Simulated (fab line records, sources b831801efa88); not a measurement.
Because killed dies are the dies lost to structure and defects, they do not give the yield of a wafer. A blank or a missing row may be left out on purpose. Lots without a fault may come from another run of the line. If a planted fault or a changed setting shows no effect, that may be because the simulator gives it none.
Tool commonality check / flow gf180mcu / 45 wafers sampled across 12 lots

REASON FOR OPENING
Of 12 lots, 3 have the reading HV_LDD_3_TW flagged at GF_HV_LDD_TW_MEAS_38. Wafers without a fault read 1424, standard deviation 16.
Rule: flag the lot when none of its wafers has a number, or when each of its wafers that has one lies beyond 4 standard deviations from that mean. As for the other lots, they are considered sound.

lot=L789; measured=day 11 14:06; on=film metro-02; HV_LDD_3_TW, wafer by wafer=1424 1409 1412; flag=
lot=L791; measured=day 12 00:10; on=film metro-01; HV_LDD_3_TW, wafer by wafer=1416 1419 1414; flag=
lot=L792; measured=day 12 13:33; on=film metro-02; HV_LDD_3_TW, wafer by wafer=1521 1515 1506 1514 1509 1517; flag=FLAGGED
lot=L793; measured=day 13 02:50; on=film metro-04; HV_LDD_3_TW, wafer by wafer=1453 1449 1455; flag=
lot=L797; measured=day 14 03:41; on=film metro-04; HV_LDD_3_TW, wafer by wafer=1453 1441 1440; flag=
lot=L798; measured=day 14 14:31; on=film metro-02; HV_LDD_3_TW, wafer by wafer=1528 1528 1524 1512 1533 1524; flag=FLAGGED
lot=L800; measured=day 15 04:46; on=film metro-01; HV_LDD_3_TW, wafer by wafer=1525 1530 1521 1526 1519 1525; flag=FLAGGED
lot=L804; measured=day 16 13:39; on=film metro-04; HV_LDD_3_TW, wafer by wafer=1448 1444 1448; flag=
lot=L806; measured=day 17 04:13; on=film metro-02; HV_LDD_3_TW, wafer by wafer=1406 1406 1409; flag=
lot=L805; measured=day 17 04:52; on=film metro-02; HV_LDD_3_TW, wafer by wafer=1413 1415 1412; flag=
lot=L808; measured=day 18 00:34; on=film metro-01; HV_LDD_3_TW, wafer by wafer=1415 1410 1408; flag=
lot=L809; measured=day 18 08:29; on=film metro-01; HV_LDD_3_TW, wafer by wafer=1410 1406 1408; flag=
The numbers of the flagged lots are 1521 on average: +97 against the usual, or +6 standard deviations.

WHICH TOOL RAN EACH LOT
The record keeps 1 process step preceding the reading, out of 602 steps on the route. Each cell gives the tool, then ch followed by the chambers the sampled wafers passed through, then the start.
lot=L789; flag=; GF_HV_LDD_IMPLANT_34=implanter-01 ch 0, day 11 13:33
lot=L791; flag=; GF_HV_LDD_IMPLANT_34=implanter-03 ch 0, day 11 23:38
lot=L792; flag=FLAGGED; GF_HV_LDD_IMPLANT_34=implanter-03 ch 0, day 12 12:41
lot=L793; flag=; GF_HV_LDD_IMPLANT_34=implanter-01 ch 0, day 13 02:17
lot=L797; flag=; GF_HV_LDD_IMPLANT_34=implanter-02 ch 0, day 14 03:08
lot=L798; flag=FLAGGED; GF_HV_LDD_IMPLANT_34=implanter-03 ch 0, day 14 13:40
lot=L800; flag=FLAGGED; GF_HV_LDD_IMPLANT_34=implanter-02 ch 0, day 15 03:54
lot=L804; flag=; GF_HV_LDD_IMPLANT_34=implanter-02 ch 0, day 16 13:08
lot=L806; flag=; GF_HV_LDD_IMPLANT_34=implanter-02 ch 0, day 17 03:13
lot=L805; flag=; GF_HV_LDD_IMPLANT_34=implanter-03 ch 0, day 17 04:20
lot=L808; flag=; GF_HV_LDD_IMPLANT_34=implanter-02 ch 0, day 18 00:01
lot=L809; flag=; GF_HV_LDD_IMPLANT_34=implanter-02 ch 0, day 18 07:56
What these steps do:
- GF_HV_LDD_IMPLANT_34
- GF_HV_LDD_TW_MEAS_38

FLAGGED AGAINST TOTAL, ONE TOOL AT A TIME (gauges that did the reading follow at the end)
step=GF_HV_LDD_IMPLANT_34; tool=implanter-01; lots run=2; flagged=0; share of the flagged lots=none; sound lots run after its first flagged lot=-
step=GF_HV_LDD_IMPLANT_34; tool=implanter-02; lots run=6; flagged=1; share of the flagged lots=some; sound lots run after its first flagged lot=4 (L804,L806,L808,L809)
step=GF_HV_LDD_IMPLANT_34; tool=implanter-03; lots run=4; flagged=2; share of the flagged lots=some; sound lots run after its first flagged lot=1 (L805)
step=GF_HV_LDD_TW_MEAS_38; tool=film metro-01; lots run=4; flagged=1; share of the flagged lots=some; sound lots run after its first flagged lot=2 (L808,L809)
step=GF_HV_LDD_TW_MEAS_38; tool=film metro-02; lots run=5; flagged=2; share of the flagged lots=some; sound lots run after its first flagged lot=2 (L806,L805)
step=GF_HV_LDD_TW_MEAS_38; tool=film metro-04; lots run=3; flagged=0; share of the flagged lots=none; sound lots run after its first flagged lot=-

WHAT THE TABLE PERMITS
No row of the table ran every flagged lot.

WHAT THE SIMULATOR PUT IN
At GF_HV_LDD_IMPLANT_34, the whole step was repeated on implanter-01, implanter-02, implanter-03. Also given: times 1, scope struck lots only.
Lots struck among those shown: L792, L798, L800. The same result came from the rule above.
